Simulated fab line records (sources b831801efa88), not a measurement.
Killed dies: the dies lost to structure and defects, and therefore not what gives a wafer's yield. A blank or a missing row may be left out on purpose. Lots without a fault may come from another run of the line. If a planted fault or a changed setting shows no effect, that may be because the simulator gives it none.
fab line records + flow sky130
record
- lots=13
- wafers=39
- last-day=50
route steps=708 shown VT_ADJUST_LVTN@114 VT_ADJUST_NCORE@126 SONOS_ONO@182
lots that met no fault: from a run of the same line without faults
start-h: the number of hours between the record's first day and the start of the first shown wafer of the lot + wait-h: hours elapsed since this lot's preceding step + " as in the row above + L1.1+2: a row that stands for several wafers + - no value, or no start given + * or withheld: withheld + < > ~ a bound
route shown NAME@n: NAME is a module with steps in the file, n the number in the route of the first one + usual: mean/standard deviation of fault-free wafers + same: alike in all rows + chamber/n: place in a boat + sites: per-site readings + _std_site: how widely they spread, as a standard deviation + _edge_site: the outer-site mean with the inner-site mean subtracted + radius-mm: how far each site lies from the wafer's centre + mask NAME#n: copy n + behind: the last tool/chamber to shape the wafer + hold: reason for holding the lot/hours on hold/outcome of the hold + device: which transistor (n, p or np) failed to switch + end of line: tests run on the same wafers once the route is complete + a step without rows: its recipe alone + killed: the dies lost at the first sort to structure and to defects; this is not the yield of the wafer + map: a wafer's dies, x killed, . not, _ none there
set.NAME: the run value of the setting; set.NAME@STEP: its run value at that earlier step + model.NAME: the simulator's own value behind a step, which no gauge read
steps of the route over a sample of lots; a table a step, a row a wafer
services: from which hour (start-h, from the record's first day; less than 0 if before it) a tool's chamber was out of use, for how many hours, and why
## steps
# step SKY_VT_ADJUST_LVTN_DEVELOP_17
# recipe
- resist=NOVOLAK
- developer=TMAH
- develop-time-s=60
- dev-temp-c=23
# usual
- developer-temp-C=23.02/0.11
| lot.wafer | tool           | chamber | start-h | wait-h | developer-temp-C |
|-----------|----------------|---------|---------|--------|------------------|
| L333.1    | litho-track-04 | 0       | 170.47  | 0.1    | 23.05            |
| L333.4    | "              | 0       | "       | "      | 23.06            |
| L333.5    | "              | 0       | "       | "      | 22.91            |
| L332.3    | litho-track-01 | 0       | 171.84  | 0.1    | 22.99            |
| L332.4    | "              | 0       | "       | "      | 23.00            |
| L332.6    | "              | 0       | "       | "      | 23.02            |
| L334.1    | litho-track-04 | 0       | 174.87  | 0.1    | 23.22            |
| L334.4    | "              | 0       | "       | "      | 23.07            |
| L334.6    | "              | 0       | "       | "      | 23.14            |
| L335.2    | litho-track-04 | 0       | 175.79  | 0.1    | 22.94            |
| L335.3    | "              | 0       | "       | "      | 23.09            |
| L335.6    | "              | 0       | "       | "      | 23.01            |
| L337.1    | litho-track-04 | 0       | 192.32  | 0.1    | 23.05            |
| L337.3    | "              | 0       | "       | "      | 23.05            |
| L337.5    | "              | 0       | "       | "      | 22.80            |
| L338.2    | litho-track-03 | 0       | 202.63  | 0.1    | 23.09            |
| L338.5    | "              | 0       | "       | "      | 22.96            |
| L338.6    | "              | 0       | "       | "      | 22.98            |
| L339.1    | litho-track-03 | 0       | 212.45  | 0.1    | 23.01            |
| L339.2    | "              | 0       | "       | "      | 23.10            |
| L339.5    | "              | 0       | "       | "      | 22.97            |
| L340.4    | litho-track-03 | 0       | 222.68  | 0.1    | 23.18            |
| L340.5    | "              | 0       | "       | "      | 23.20            |
| L340.6    | "              | 0       | "       | "      | 23.09            |
| L341.1    | litho-track-03 | 0       | 232.45  | 0.1    | 23.03            |
| L341.3    | "              | 0       | "       | "      | 22.87            |
| L341.5    | "              | 0       | "       | "      | 22.84            |
| L342.1    | litho-track-03 | 0       | 233.70  | 0.1    | 23.66            |
| L342.2    | "              | 0       | "       | "      | 23.93            |
| L342.6    | "              | 0       | "       | "      | 23.98            |
| L343.1    | litho-track-03 | 0       | 244.95  | 0.1    | 24.11            |
| L343.2    | "              | 0       | "       | "      | 23.90            |
| L343.3    | "              | 0       | "       | "      | 23.86            |
| L351.3    | litho-track-04 | 0       | 292.27  | 0.1    | 23.09            |
| L351.4    | "              | 0       | "       | "      | 23.06            |
| L351.6    | "              | 0       | "       | "      | 23.00            |
| L354.1    | litho-track-04 | 0       | 307.97  | 0.1    | 23.07            |
| L354.3    | "              | 0       | "       | "      | 23.04            |
| L354.4    | "              | 0       | "       | "      | 23.08            |
# step SKY_VT_ADJUST_NCORE_CD_MEAS_07
# recipe
- target-cd-nm=380
# usual
- cd-nm=379.1/2
| lot.wafer | tool      | chamber | start-h | wait-h | cd-nm |
|-----------|-----------|---------|---------|--------|-------|
| L333.1    | cd-sem-01 | -       | 191.35  | 0.1    | 376.4 |
| L333.4    | "         | -       | "       | "      | 375.2 |
| L333.5    | "         | -       | "       | "      | 376.1 |
| L332.3    | cd-sem-01 | -       | 192.32  | 0.1    | 383.4 |
| L332.4    | "         | -       | "       | "      | 378.8 |
| L332.6    | "         | -       | "       | "      | 378.8 |
| L334.1    | cd-sem-01 | -       | 195.93  | 0.1    | 378.7 |
| L334.4    | "         | -       | "       | "      | 379.6 |
| L334.6    | "         | -       | "       | "      | 379.1 |
| L335.2    | cd-sem-01 | -       | 197.19  | 0.2    | 380.3 |
| L335.3    | "         | -       | "       | "      | 377.8 |
| L335.6    | "         | -       | "       | "      | 378.9 |
| L337.1    | cd-sem-02 | -       | 213.74  | 0.1    | 379.0 |
| L337.3    | "         | -       | "       | "      | 380.1 |
| L337.5    | "         | -       | "       | "      | 378.4 |
| L338.2    | cd-sem-02 | -       | 225.51  | 0.1    | 379.4 |
| L338.5    | "         | -       | "       | "      | 382.6 |
| L338.6    | "         | -       | "       | "      | 379.4 |
| L339.1    | cd-sem-02 | -       | 235.92  | 0.2    | 380.7 |
| L339.2    | "         | -       | "       | "      | 379.8 |
| L339.5    | "         | -       | "       | "      | 377.7 |
| L340.4    | cd-sem-02 | -       | 246.09  | 0.1    | 380.6 |
| L340.5    | "         | -       | "       | "      | 379.0 |
| L340.6    | "         | -       | "       | "      | 380.6 |
| L341.1    | cd-sem-02 | -       | 256.35  | 0.1    | 379.6 |
| L341.3    | "         | -       | "       | "      | 380.8 |
| L341.5    | "         | -       | "       | "      | 378.6 |
| L342.1    | cd-sem-02 | -       | 256.78  | 0.1    | 380.5 |
| L342.2    | "         | -       | "       | "      | 383.7 |
| L342.6    | "         | -       | "       | "      | 381.1 |
| L343.1    | cd-sem-01 | -       | 268.74  | 0.1    | 379.3 |
| L343.2    | "         | -       | "       | "      | 377.1 |
| L343.3    | "         | -       | "       | "      | 379.2 |
| L351.3    | cd-sem-01 | -       | 318.03  | 0.1    | 380.9 |
| L351.4    | "         | -       | "       | "      | 379.4 |
| L351.6    | "         | -       | "       | "      | 381.6 |
| L354.1    | cd-sem-01 | -       | 333.69  | 0.1    | 378.7 |
| L354.3    | "         | -       | "       | "      | 378.2 |
| L354.4    | "         | -       | "       | "      | 378.5 |
# step SKY_SONOS_ONO_OVL_MEAS_14
# usual
- SONOS_ONO_OVL=-0.1/1.4
| lot.wafer | tool       | chamber | start-h | wait-h | SONOS_ONO_OVL[nm] |
|-----------|------------|---------|---------|--------|-------------------|
| L333.1    | overlay-01 | -       | 291.52  | 0.1    | 2.1               |
| L333.4    | "          | -       | "       | "      | 0.9               |
| L333.5    | "          | -       | "       | "      | 1.3               |
| L332.3    | overlay-01 | -       | 292.31  | 0.1    | -0.1              |
| L332.4    | "          | -       | "       | "      | 1.8               |
| L332.6    | "          | -       | "       | "      | -1.1              |
| L334.1    | overlay-02 | -       | 297.47  | 0.1    | -1.2              |
| L334.4    | "          | -       | "       | "      | -1.3              |
| L334.6    | "          | -       | "       | "      | 0.1               |
| L335.2    | overlay-01 | -       | 297.57  | 0.1    | -1.1              |
| L335.3    | "          | -       | "       | "      | 0.3               |
| L335.6    | "          | -       | "       | "      | 1.7               |
| L337.1    | overlay-01 | -       | 315.67  | 0.1    | -0.4              |
| L337.3    | "          | -       | "       | "      | -2.2              |
| L337.5    | "          | -       | "       | "      | -1.4              |
| L338.2    | overlay-02 | -       | 329.37  | 0.1    | -1.8              |
| L338.5    | "          | -       | "       | "      | -1.1              |
| L338.6    | "          | -       | "       | "      | 1.4               |
| L339.1    | overlay-02 | -       | 339.20  | 0.1    | -0.3              |
| L339.2    | "          | -       | "       | "      | -2.4              |
| L339.5    | "          | -       | "       | "      | -1.8              |
| L340.4    | overlay-01 | -       | 353.28  | 0.1    | -1.0              |
| L340.5    | "          | -       | "       | "      | 0.6               |
| L340.6    | "          | -       | "       | "      | -0.1              |
| L342.1    | overlay-01 | -       | 364.97  | 0.1    | -0.4              |
| L342.2    | "          | -       | "       | "      | 1.2               |
| L342.6    | "          | -       | "       | "      | 2.7               |
| L341.1    | overlay-02 | -       | 365.05  | 0.1    | -2.5              |
| L341.3    | "          | -       | "       | "      | -2.6              |
| L341.5    | "          | -       | "       | "      | -2.5              |
| L343.1    | overlay-02 | -       | 377.00  | 0.1    | 0.2               |
| L343.2    | "          | -       | "       | "      | 0.8               |
| L343.3    | "          | -       | "       | "      | 3.4               |
| L351.3    | overlay-01 | -       | 437.57  | 0.1    | -1.0              |
| L351.4    | "          | -       | "       | "      | 0.2               |
| L351.6    | "          | -       | "       | "      | 0.3               |
| L354.1    | overlay-01 | -       | 463.30  | 0.1    | 0.0               |
| L354.3    | "          | -       | "       | "      | 1.9               |
| L354.4    | "          | -       | "       | "      | 0.2               |
# step SKY_SONOS_ONO_ETCH_15
# recipe
- target-depth-nm=19.52
- chemistry=CHF3/O2
- source-w=600
- bias-w=200
- pressure-mtorr=40
- chf3-flow-sccm=50
- O2_flow_sccm=5
- time-s=7.8
# usual
- chf3-flow-sccm=50.00/0.15
- drypump-motor-current-A=5.7/0.48
- oes-product-au=0.999/0.0087
- throttle-valve-pct=8.826/0.0092
| lot.wafer | tool        | chamber | start-h | wait-h | chf3-flow-sccm | drypump-motor-current-A | oes-product-au | rf-hours-counter-h | throttle-valve-pct |
|-----------|-------------|---------|---------|--------|----------------|-------------------------|----------------|--------------------|--------------------|
| L333.1    | rie-diel-03 | 0       | 291.56  | 0.0    | 49.99          | 5.7                     | 1.011          | 9                  | 8.824              |
| L333.4    | "           | 2       | "       | "      | 50.22          | 5.1                     | 1.014          | 31                 | 8.817              |
| L333.5    | "           | 2       | "       | "      | 50.28          | 5.1                     | 1.011          | -                  | 8.839              |
| L332.3    | rie-diel-03 | 2       | 292.34  | 0.0    | 49.92          | 5.1                     | 1.004          | 31                 | 8.825              |
| L332.4    | "           | 3       | "       | "      | 50.20          | 5.1                     | 1.003          | 102                | 8.832              |
| L332.6    | "           | 0       | "       | "      | 49.98          | 5.7                     | 1.006          | -                  | 8.822              |
| L334.1    | rie-diel-01 | 1       | 297.51  | 0.0    | 49.89          | 6.4                     | 0.988          | 2                  | 8.827              |
| L334.4    | "           | 2       | "       | "      | 49.86          | 4.7                     | 0.994          | 39                 | 8.820              |
| L334.6    | "           | 0       | "       | "      | 50.04          | 5.7                     | 1.001          | -                  | 8.839              |
| L335.2    | rie-diel-02 | 2       | 297.60  | 0.0    | 49.83          | 6.0                     | 0.997          | 86                 | 8.826              |
| L335.3    | "           | 3       | "       | "      | 49.97          | 6.0                     | 1.016          | 54                 | 8.849              |
| L335.6    | "           | 3       | "       | "      | 49.66          | 6.0                     | 1.008          | -                  | 8.816              |
| L337.1    | rie-diel-03 | 0       | 315.71  | 0.0    | 50.17          | 5.7                     | 1.011          | 10                 | 8.829              |
| L337.3    | "           | 2       | "       | "      | 49.97          | 5.1                     | 1.007          | 32                 | 8.835              |
| L337.5    | "           | 3       | "       | "      | 49.87          | 5.1                     | 0.994          | -                  | 8.840              |
| L338.2    | rie-diel-03 | 3       | 329.40  | 0.0    | 49.97          | 5.1                     | 0.994          | 102                | 8.829              |
| L338.5    | "           | 1       | "       | "      | 49.79          | 5.8                     | 0.995          | -                  | 8.821              |
| L338.6    | "           | 0       | "       | "      | 49.99          | 5.7                     | 0.994          | -                  | 8.817              |
| L339.1    | rie-diel-02 | 2       | 339.24  | 0.0    | 50.07          | 6.0                     | 0.994          | 87                 | 8.836              |
| L339.2    | "           | 3       | "       | "      | 49.85          | 6.0                     | 1.021          | 55                 | 8.841              |
| L339.5    | "           | 0       | "       | "      | 49.93          | 5.8                     | 0.992          | -                  | 8.812              |
| L340.4    | rie-diel-01 | 3       | 353.30  | 0.0    | 50.06          | 6.2                     | 0.995          | 103                | 8.844              |
| L340.5    | "           | 1       | "       | "      | 50.06          | 6.3                     | 0.983          | -                  | 8.795              |
| L340.6    | "           | 2       | "       | "      | 49.76          | 4.7                     | 0.996          | -                  | 8.818              |
| L342.1    | rie-diel-01 | 1       | 365.01  | 0.0    | 50.07          | 6.3                     | 0.989          | 3                  | 8.820              |
| L342.2    | "           | 3       | "       | "      | 50.12          | 6.2                     | 1.003          | 103                | 8.842              |
| L342.6    | "           | 1       | "       | "      | 50.21          | 6.4                     | 0.991          | -                  | 8.816              |
| L341.1    | rie-diel-02 | 3       | 365.09  | 0.0    | 49.81          | 6.0                     | 1.002          | 56                 | 8.829              |
| L341.3    | "           | 0       | "       | "      | 49.77          | 5.9                     | 0.996          | 54                 | 8.815              |
| L341.5    | "           | 0       | "       | "      | 49.79          | 5.8                     | 0.994          | -                  | 8.820              |
| L343.1    | rie-diel-03 | 2       | 377.04  | 0.0    | 50.16          | 5.1                     | 1.005          | 33                 | 8.828              |
| L343.2    | "           | 1       | "       | "      | 50.05          | 5.7                     | 0.997          | 7                  | 8.820              |
| L343.3    | "           | 0       | "       | "      | 50.08          | 5.7                     | 1.002          | 11                 | 8.821              |
| L351.3    | rie-diel-02 | 1       | 437.60  | 0.0    | 50.02          | 6.3                     | 0.998          | 2                  | 8.836              |
| L351.4    | "           | 2       | "       | "      | 50.14          | 6.0                     | 0.993          | 88                 | 8.810              |
| L351.6    | "           | 0       | "       | "      | 50.08          | 5.8                     | 0.991          | -                  | 8.830              |
| L354.1    | rie-diel-03 | 2       | 463.34  | 0.0    | 49.83          | 5.1                     | 1.009          | 35                 | 8.839              |
| L354.3    | "           | 0       | "       | "      | 50.02          | 5.7                     | 0.999          | 12                 | 8.829              |
| L354.4    | "           | 1       | "       | "      | 50.12          | 5.8                     | 1.003          | 8                  | 8.839              |
## services
| tool           | chamber | start-h | hours | kind                      |
|----------------|---------|---------|-------|---------------------------|
| rie-diel-03    | 2       | 149.71  | 7.3   | repair                    |
| rie-diel-03    | 0       | 161.59  | 3.9   | repair                    |
| rie-diel-01    | -       | 165.39  | 2.2   | repair                    |
| rie-diel-02    | -       | 168.38  | 4.3   | pm                        |
| rie-diel-02    | 2       | 218.61  | 3.6   | repair                    |
| rie-diel-03    | 3       | 275.55  | 5.8   | repair                    |
| rie-diel-02    | 1       | 292.99  | -     | clean                     |
| rie-diel-02    | 1       | 292.99  | 25.8  | scheduled-down            |
| rie-diel-02    | 1       | 292.99  | 25.8  | vent-cycle                |
| rie-diel-01    | 0       | 317.16  | 5.0   | repair                    |
| rie-diel-01    | 0       | 328.46  | 5.5   | repair                    |
| rie-diel-03    | -       | 349.93  | 2.8   | pm                        |
| rie-diel-01    | 2       | 354.20  | 2.8   | repair                    |
| rie-diel-02    | 3       | 393.21  | 2.1   | repair                    |
| litho-track-04 | -       | 393.42  | -     | consumable-replace:filter |
| rie-diel-02    | -       | 394.21  | 2.8   | pm                        |
| rie-diel-01    | 3       | 422.28  | -     | clean                     |
| rie-diel-01    | 3       | 422.28  | 20.2  | scheduled-down            |
| rie-diel-03    | 2       | 426.35  | 4.7   | repair                    |
| rie-diel-03    | -       | 427.10  | 0.7   | repair                    |
| rie-diel-03    | 3       | 433.96  | -     | clean                     |
| rie-diel-03    | 3       | 433.96  | 15.8  | scheduled-down            |
| rie-diel-03    | 3       | 433.96  | 15.8  | vent-cycle                |
| rie-diel-03    | -       | 440.56  | 14.6  | pm                        |
## key
first-sign
- step=SKY_VT_ADJUST_LVTN_DEVELOP_17
- reading=developer-temp-C
- direction=up
- sigmas=8
- usual=*
- struck=*
effect none on later readings
met-at SKY_VT_ADJUST_LVTN_DEVELOP_17
struck-lots L342,L343
tester-left-out L342,L343
not-acting-at SKY_VT_ADJUST_NCORE_CD_MEAS_07,SKY_SONOS_ONO_OVL_MEAS_14,SKY_SONOS_ONO_ETCH_15
onset-between 232.45 233.70
fault
- kind=process-parameter-drift
- tool=litho-track-03
- chamber=-
- onset-h=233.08
- steps=SKY_VT_ADJUST_LVTN_DEVELOP_17
- channel=dev-temp-c
- offset=*
- shape=step
- end-h=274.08
- acts-in=*
- stated=*
# tester-left-out: of these lots the tester's yield and bins aren't shown, on N5 and GAA mostly nor the transistor test; their killed dies are dies lost to structure and defects alone, not to doping, threshold or leakage, so they don't give the yield
